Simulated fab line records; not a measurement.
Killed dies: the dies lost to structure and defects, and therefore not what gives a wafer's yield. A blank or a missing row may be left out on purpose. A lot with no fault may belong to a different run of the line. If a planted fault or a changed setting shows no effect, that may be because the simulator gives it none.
Which tool is to blame? || flow sky130 || 15 lots, 45 wafers sampled, at 2 steps of a route of 708

== WHAT EACH GAUGE READ, for each wafer ==
The record holds no reading of a measuring or inspecting step that can be judged against a usual standard deviation.

== EACH LOT AND THE TOOL THAT RAN IT (in order: tool; ch and the chambers of the sampled wafers; start) ==
{"lot": "L462", "SKY_VIA1_SOFTBAKE_08": "lithoTrack-04 ch 0, day 33 07:00", "SKY_PAD_OPEN_PROBE_99": "-"}
{"lot": "L463", "SKY_VIA1_SOFTBAKE_08": "lithoTrack-03 ch 0, day 34 01:00", "SKY_PAD_OPEN_PROBE_99": "-"}
{"lot": "L467", "SKY_VIA1_SOFTBAKE_08": "lithoTrack-04 ch 0, day 34 21:00", "SKY_PAD_OPEN_PROBE_99": "-"}
{"lot": "L471", "SKY_VIA1_SOFTBAKE_08": "lithoTrack-04 ch 0, day 35 22:00", "SKY_PAD_OPEN_PROBE_99": "-"}
{"lot": "L472", "SKY_VIA1_SOFTBAKE_08": "lithoTrack-02 ch 0, day 36 12:00", "SKY_PAD_OPEN_PROBE_99": "prober-02, day 48 03:43"}
{"lot": "L474", "SKY_VIA1_SOFTBAKE_08": "lithoTrack-03 ch 0, day 39 11:00", "SKY_PAD_OPEN_PROBE_99": "prober-02, day 50 08:17"}
{"lot": "L475", "SKY_VIA1_SOFTBAKE_08": "lithoTrack-03 ch 0, day 39 12:00", "SKY_PAD_OPEN_PROBE_99": "prober-01, day 50 08:37"}
{"lot": "L478", "SKY_VIA1_SOFTBAKE_08": "lithoTrack-03 ch 0, day 39 12:00", "SKY_PAD_OPEN_PROBE_99": "prober-02, day 50 09:50"}
{"lot": "L477", "SKY_VIA1_SOFTBAKE_08": "lithoTrack-03 ch 0, day 39 13:00", "SKY_PAD_OPEN_PROBE_99": "prober-01, day 50 10:14"}
{"lot": "L476", "SKY_VIA1_SOFTBAKE_08": "lithoTrack-04 ch 0, day 39 14:00", "SKY_PAD_OPEN_PROBE_99": "-"}
{"lot": "L481", "SKY_VIA1_SOFTBAKE_08": "lithoTrack-03 ch 0, day 39 15:00", "SKY_PAD_OPEN_PROBE_99": "prober-01, day 50 12:07"}
{"lot": "L480", "SKY_VIA1_SOFTBAKE_08": "lithoTrack-04 ch 0, day 39 15:00", "SKY_PAD_OPEN_PROBE_99": "prober-02, day 50 13:14"}
{"lot": "L479", "SKY_VIA1_SOFTBAKE_08": "lithoTrack-03 ch 0, day 39 16:00", "SKY_PAD_OPEN_PROBE_99": "-"}
{"lot": "L482", "SKY_VIA1_SOFTBAKE_08": "lithoTrack-03 ch 0, day 39 18:00", "SKY_PAD_OPEN_PROBE_99": "prober-01, day 50 13:33"}
{"lot": "L485", "SKY_VIA1_SOFTBAKE_08": "lithoTrack-04 ch 0, day 40 05:00", "SKY_PAD_OPEN_PROBE_99": "-"}
- SKY_VIA1_SOFTBAKE_08: time 90 s.
- SKY_PAD_OPEN_PROBE_99

== WHAT THE TOOLS THEMSELVES READ (means of the sampled wafers that have a number; where no wafer has one, the mark that the record gives instead) ==
SKY_VIA1_SOFTBAKE_08.
{"lot": "L462", "tool": "lithoTrack-04", "exhaustPa (Pa)": 44.5, "heaterPowerTotalW (W)": 57.37, "plateTempC (C)": 100.12}
{"lot": "L463", "tool": "lithoTrack-03", "exhaustPa (Pa)": 44.5, "heaterPowerTotalW (W)": 57.48, "plateTempC (C)": 99.95}
{"lot": "L467", "tool": "lithoTrack-04", "exhaustPa (Pa)": 44.7, "heaterPowerTotalW (W)": 57.34, "plateTempC (C)": 100.16}
{"lot": "L471", "tool": "lithoTrack-04", "exhaustPa (Pa)": 46.0, "heaterPowerTotalW (W)": 57.40, "plateTempC (C)": 99.98}
{"lot": "L472", "tool": "lithoTrack-02", "exhaustPa (Pa)": 44.6, "heaterPowerTotalW (W)": 57.40, "plateTempC (C)": 100.08}
{"lot": "L474", "tool": "lithoTrack-03", "exhaustPa (Pa)": 45.1, "heaterPowerTotalW (W)": 57.37, "plateTempC (C)": 99.96}
{"lot": "L475", "tool": "lithoTrack-03", "exhaustPa (Pa)": 44.2, "heaterPowerTotalW (W)": 57.38, "plateTempC (C)": 99.93}
{"lot": "L478", "tool": "lithoTrack-03", "exhaustPa (Pa)": 46.2, "heaterPowerTotalW (W)": 57.34, "plateTempC (C)": 99.93}
{"lot": "L477", "tool": "lithoTrack-03", "exhaustPa (Pa)": 46.0, "heaterPowerTotalW (W)": 57.43, "plateTempC (C)": 99.97}
{"lot": "L476", "tool": "lithoTrack-04", "exhaustPa (Pa)": 45.9, "heaterPowerTotalW (W)": 57.36, "plateTempC (C)": 99.91}
{"lot": "L481", "tool": "lithoTrack-03", "exhaustPa (Pa)": 45.7, "heaterPowerTotalW (W)": 56.34, "plateTempC (C)": 98.71}
{"lot": "L480", "tool": "lithoTrack-04", "exhaustPa (Pa)": 46.2, "heaterPowerTotalW (W)": 57.35, "plateTempC (C)": 99.92}
{"lot": "L479", "tool": "lithoTrack-03", "exhaustPa (Pa)": 44.8, "heaterPowerTotalW (W)": 56.27, "plateTempC (C)": 98.65}
{"lot": "L482", "tool": "lithoTrack-03", "exhaustPa (Pa)": 45.7, "heaterPowerTotalW (W)": 56.25, "plateTempC (C)": 98.80}
{"lot": "L485", "tool": "lithoTrack-04", "exhaustPa (Pa)": 44.7, "heaterPowerTotalW (W)": 57.32, "plateTempC (C)": 100.04}

SKY_PAD_OPEN_PROBE_99.
{"lot": "L472", "tool": "prober-02", "defectLimitedYield (%)": 82.1, "killed_at_M0_to_M3": 47, "killed_at_M4_up": 3.0, "killedAtContacts": 21, "killedAtFrontEnd": 16, "killedAtOther": 0.0, "killedDies": 88, "killedOpen": 48, "killedShort": 40, "sort_bin_3_pad_short (%)": 0.9, "sort_bin_5_function (%)": 10.1, "sort_bin_6_memory (%)": 6.9, "sortNPass": 404, "sortYieldPct (%)": 82.1}
{"lot": "L474", "tool": "prober-02", "defectLimitedYield (%)": 81.6, "killed_at_M0_to_M3": 41, "killed_at_M4_up": 3.0, "killedAtContacts": 27, "killedAtFrontEnd": 19, "killedAtOther": 0.7, "killedDies": 91, "killedOpen": 49, "killedShort": 41, "sort_bin_3_pad_short (%)": 0.9, "sort_bin_5_function (%)": 11.1, "sort_bin_6_memory (%)": 6.4, "sortNPass": 401, "sortYieldPct (%)": 81.6}
{"lot": "L475", "tool": "prober-01", "defectLimitedYield (%)": 81.8, "killed_at_M0_to_M3": 40, "killed_at_M4_up": 2.3, "killedAtContacts": 24, "killedAtFrontEnd": 22, "killedAtOther": 0.7, "killedDies": 89, "killedOpen": 51, "killedShort": 38, "sort_bin_3_pad_short (%)": 0.8, "sort_bin_5_function (%)": 9.8, "sort_bin_6_memory (%)": 7.6, "sortNPass": 403, "sortYieldPct (%)": 81.8}
{"lot": "L478", "tool": "prober-02", "defectLimitedYield (%)": 82.0, "killed_at_M0_to_M3": 44, "killed_at_M4_up": 2.0, "killedAtContacts": 26, "killedAtFrontEnd": 16, "killedAtOther": 0.3, "killedDies": 89, "killedOpen": 47, "killedShort": 42, "sort_bin_3_pad_short (%)": 1.0, "sort_bin_5_function (%)": 10.7, "sort_bin_6_memory (%)": 6.3, "sortNPass": 403, "sortYieldPct (%)": 82.0}
{"lot": "L477", "tool": "prober-01", "defectLimitedYield (%)": 82.8, "killed_at_M0_to_M3": 44, "killed_at_M4_up": 3.3, "killedAtContacts": 21, "killedAtFrontEnd": 16, "killedAtOther": 0.0, "killedDies": 85, "killedOpen": 46, "killedShort": 39, "sort_bin_3_pad_short (%)": 0.7, "sort_bin_5_function (%)": 10.7, "sort_bin_6_memory (%)": 5.8, "sortNPass": 407, "sortYieldPct (%)": 82.8}
{"lot": "L481", "tool": "prober-01", "defectLimitedYield (%)": 84.3, "killed_at_M0_to_M3": 37, "killed_at_M4_up": 3.0, "killedAtContacts": 24, "killedAtFrontEnd": 13, "killedAtOther": 0.0, "killedDies": 77, "killedOpen": 35, "killedShort": 42, "sort_bin_3_pad_short (%)": 1.2, "sort_bin_5_function (%)": 8.9, "sort_bin_6_memory (%)": 5.5, "sortNPass": 415, "sortYieldPct (%)": 84.3}
{"lot": "L480", "tool": "prober-02", "defectLimitedYield (%)": 82.9, "killed_at_M0_to_M3": 38, "killed_at_M4_up": 2.0, "killedAtContacts": 26, "killedAtFrontEnd": 17, "killedAtOther": 0.7, "killedDies": 84, "killedOpen": 43, "killedShort": 40, "sort_bin_3_pad_short (%)": 0.5, "sort_bin_5_function (%)": 10.3, "sort_bin_6_memory (%)": 6.2, "sortNPass": 408, "sortYieldPct (%)": 82.9}
{"lot": "L482", "tool": "prober-01", "defectLimitedYield (%)": 79.5, "killed_at_M0_to_M3": 51, "killed_at_M4_up": 4.0, "killedAtContacts": 30, "killedAtFrontEnd": 16, "killedAtOther": 0.0, "killedDies": 101, "killedOpen": 57, "killedShort": 41, "sort_bin_3_pad_short (%)": 0.6, "sort_bin_5_function (%)": 12.0, "sort_bin_6_memory (%)": 7.9, "sortNPass": 391, "sortYieldPct (%)": 79.5}

== THE ANSWER, worked out from the rows above alone ==
Rule: the lots themselves supply what counts as usual. Put in order of their means at a reading, lots are off if they are a third of the lots or fewer, leave a main group of 4 or more, and stand apart from it by a gap of 3 or more times the standard deviation of the main group's means; of several such gaps the widest counts. A main group whose means are all the same, to the digits that the tables above print for the reading, isn't used. Also off: a lot with no number at a reading for which 4 or more lots have one. All remaining lots with rows at the step are treated as sound. First the gauges in route order, then the tools' own readings, where a lot's mean is used as printed above. At the first step where some lot is off, the reading lying furthest off is the one used; lots without a number count as furthest.
Off: L481, L479, L482, at SKY_VIA1_SOFTBAKE_08 (heaterPowerTotalW). Mean 57.38 W and standard deviation 0.042 in the main group.
If a tool, at that step or one of the process steps before it, ran each lot that is off and ran no sound lot following the first of them, it fits. One fits: lithoTrack-03 at SKY_VIA1_SOFTBAKE_08. Its last sound lot is L477 (day 39 13:00), its first lot that is off L481 (day 39 15:00): a fault that began between those two fits.
The tool's own readings at SKY_VIA1_SOFTBAKE_08 bear it out: on the lots that are off they differ by more than 5 times the standard deviation of the sound lots' means. heaterPowerTotalW reads 56.29 W there against 57.38 W on the sound lots; plateTempC reads 98.72 C there against 100.00 C on the sound lots.

== WHAT THE SIMULATOR HAD INSERTED ==
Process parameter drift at SKY_VIA1_SOFTBAKE_08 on lithoTrack-03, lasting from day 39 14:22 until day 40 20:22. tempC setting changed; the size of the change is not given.
Shown lots that were struck: L481, L479, L482. The rule above reached the same finding.
